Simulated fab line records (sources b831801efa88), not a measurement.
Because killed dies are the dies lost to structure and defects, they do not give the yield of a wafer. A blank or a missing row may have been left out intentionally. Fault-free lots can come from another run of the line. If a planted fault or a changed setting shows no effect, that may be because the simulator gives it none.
8D (eight disciplines) problem report, filled in by code    flow gf180mcu    the parts of the form that need people (team, actions taken, sign-off) are left out

== 1. WHAT WENT WRONG ==
STI_OXIDATION_02_THK at GF_STI_THK_MEAS_30 reads a mean of 11.28 nm on 9 wafers of 3 lots; wafers without a fault read 9.85 nm with a standard deviation of 0.18. That is +7.9 standard deviations from the usual mean.
Seen first at day 5 00:58 on filmMetro-04, wafer L303.2. The record has a number at this step for 42 wafers belonging to 14 lots. Rule for "out", or "out of limits": more than 4 standard deviations from the usual mean. All remaining wafers that have a number are taken as sound.

== 2. WHAT IT IS AND WHAT IT IS NOT ==
question                     is                          is not
which readings at this step  STI_OXIDATION_02_THK        -
which lots                   L303, L304, L305            L290, L292, L293, L294, L296, L297, L306, L309, L311, L312, L313
which wafers of those lots   all that have a number      -
read on which gauges         filmMetro-01, filmMetro-04  -
when                         from day 5 00:58            up to then (18 sound wafers); but 15 sound wafers of L306, L309, L311, L312, L313 came after

== 3. THE SUSPECTS, EACH WITH WHAT RULES IT OUT ==
Counting: a tool stays on the suspect list if, at a process step up to the reading, it processed all lots that are out and no sound lot following the first of them.
- the gauge at GF_STI_THK_MEAS_30: ruled out. The wafers that are out were read on 2 gauges (filmMetro-01, filmMetro-04).
- furnace-01 at GF_STI_OXIDATION_29 (stabilise 600 s, purge 300 s, target thk 10 nm): kept. It ran every lot that is out, first L303 (day 4 23:34), and no sound lot after that; its last sound lot up to then is L297 (day 3 18:20).
After counting, what remains is furnace-01 at GF_STI_OXIDATION_29.

== 4. THE CAUSE (what the simulator had put in) ==
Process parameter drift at GF_STI_OXIDATION_29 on furnace-01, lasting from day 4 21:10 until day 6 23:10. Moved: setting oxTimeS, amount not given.
This tool alone remained once counting was done.

== 5. THE EFFECT CHAIN, in route order ==
Rows list readings where the struck wafers' mean (over those with a number) sits beyond 3 standard deviations from the usual. Only readings for which the record gives a usual standard deviation are gone through. hours: the time from each lot's start at the first step in this table that gives one to its start at this step, as a median over the lots. sigmas: the change in usual standard deviations.
hours  step                reading               usual    on struck wafers  change  sigmas
0      GF_STI_THK_MEAS_30  STI_OXIDATION_02_THK  9.85 nm  11.28             +1.43   +7.9
Later steps that measure or inspect, where all struck wafers having a row at the step show a number for every such reading and not one has moved that far: GF_DUAL_GATE_THK_MEAS_03, GF_HV_LDD_OVL_MEAS_20, GF_PSD_CD_MEAS_07.

== 6. WHAT WOULD HAVE CAUGHT IT SOONER ==
The first out-of-limits reading at a measuring or inspecting step in this record came at day 5 00:58, 4 hours after the fault's start at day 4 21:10.
No tool reading at GF_STI_OXIDATION_29 that has a usual standard deviation in the record was out on any struck wafer, so an alarm limit of 4 standard deviations on those readings would not have fired.
L304, L305, from the lots that are out (3), started GF_STI_OXIDATION_29 on furnace-01 later than day 5 00:58. A hold on the tool at that time would have spared those 2.
